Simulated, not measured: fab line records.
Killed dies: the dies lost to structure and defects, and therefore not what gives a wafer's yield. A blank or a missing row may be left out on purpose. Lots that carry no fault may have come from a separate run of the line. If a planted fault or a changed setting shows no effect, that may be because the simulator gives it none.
Chamber matching + flow sky130 + 4 sister chambers for SKY_CONTACT_CMP_04 on cmp-02
The step polishes SiO2. 14 wafers are shown with their chamber, then 7 later ones without.

## WAFERS PAIRED WITH THEIR CHAMBERS
| wafer  | chamber | slurry flow ml min | motor current A (A) | time to endpoint s (s) |
|--------|---------|--------------------|---------------------|------------------------|
| L452.1 | 1       | 149.0              | 11.4                | 82                     |
| L452.2 | 0       | 150.0              | 10.8                | 86                     |
| L452.3 | 3       | 149.9              | 11.8                | 82                     |
| L451.2 | 0       | 149.7              | 11.1                | 81                     |
| L451.5 | 1       | 149.7              | 11.2                | 80                     |
| L451.6 | 0       | 149.5              | 10.5                | 81                     |
| L463.1 | 2       | 150.5              | 11.1                | 83                     |
| L463.3 | 1       | 150.3              | 11.5                | 89                     |
| L463.4 | 3       | 150.0              | 10.2                | 87                     |
| L466.2 | 0       | 150.5              | 9.9                 | 81                     |
| L466.3 | 1       | 149.8              | 12.2                | 82                     |
| L466.5 | 0       | 150.3              | 10.7                | 81                     |
| L467.1 | 0       | 150.3              | 10.4                | 81                     |
| L467.2 | 2       | 150.7              | 10.8                | 83                     |

SIGNATURES (averages over the wafers above)
| reading            | chamber 0 | chamber 1 | chamber 2 | chamber 3 | scatter within a chamber |
|--------------------|-----------|-----------|-----------|-----------|--------------------------|
| slurry flow ml min | 150.050   | 149.700   | 150.600   | 149.950   | 0.405                    |
| motor current A    | 10.567    | 11.575    | 10.950    | 11.000    | 0.522                    |
| time to endpoint s | 81.83     | 83.25     | 83.00     | 84.50     | 2.83                     |
Rule: a wafer lies at a distance from a chamber equal to the root of the sum of squares, over the readings, of (its reading less the chamber's mean, divided by the reading's scatter). If the next closest chamber is less than 2 further off than the closest, the wafer can't be placed; otherwise it belongs to the closest. The scatter: take each reading less its chamber's mean, square it, sum over the shown wafers, divide by the number of wafers less the number of chambers, and take the root.

## WAFERS WHOSE CHAMBER IS MISSING
| wafer  | slurry flow ml min | motor current A (A) | time to endpoint s (s) |
|--------|--------------------|---------------------|------------------------|
| L467.6 | 150.5              | 11.2                | 80                     |
| L468.1 | 150.3              | 11.3                | 79                     |
| L468.5 | 150.6              | 10.9                | 82                     |
| L468.6 | 150.3              | 11.4                | 77                     |
| L472.1 | 149.9              | 12.4                | 81                     |
| L472.2 | 149.7              | 10.1                | 86                     |
| L472.4 | 150.1              | 11.1                | 83                     |

## CHAMBER TAKEN BY EACH
| wafer  | from the rows above               | in truth |
|--------|-----------------------------------|----------|
| L467.6 | can't be placed: 2 or 0 or 3 or 1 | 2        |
| L468.1 | can't be placed: 2 or 0 or 1 or 3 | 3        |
| L468.5 | can't be placed: 2 or 0 or 3      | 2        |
| L468.6 | can't be placed: 2 or 0 or 1 or 3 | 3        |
| L472.1 | can't be placed: 1 or 3 or 2 or 0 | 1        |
| L472.2 | can't be placed: 3 or 0 or 2 or 1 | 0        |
| L472.4 | can't be placed: 3 or 0 or 2 or 1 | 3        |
0 of 7 placed correctly. Not placeable from these rows: 7 (in 7, the candidates include the true chamber). 0 placed wrongly.
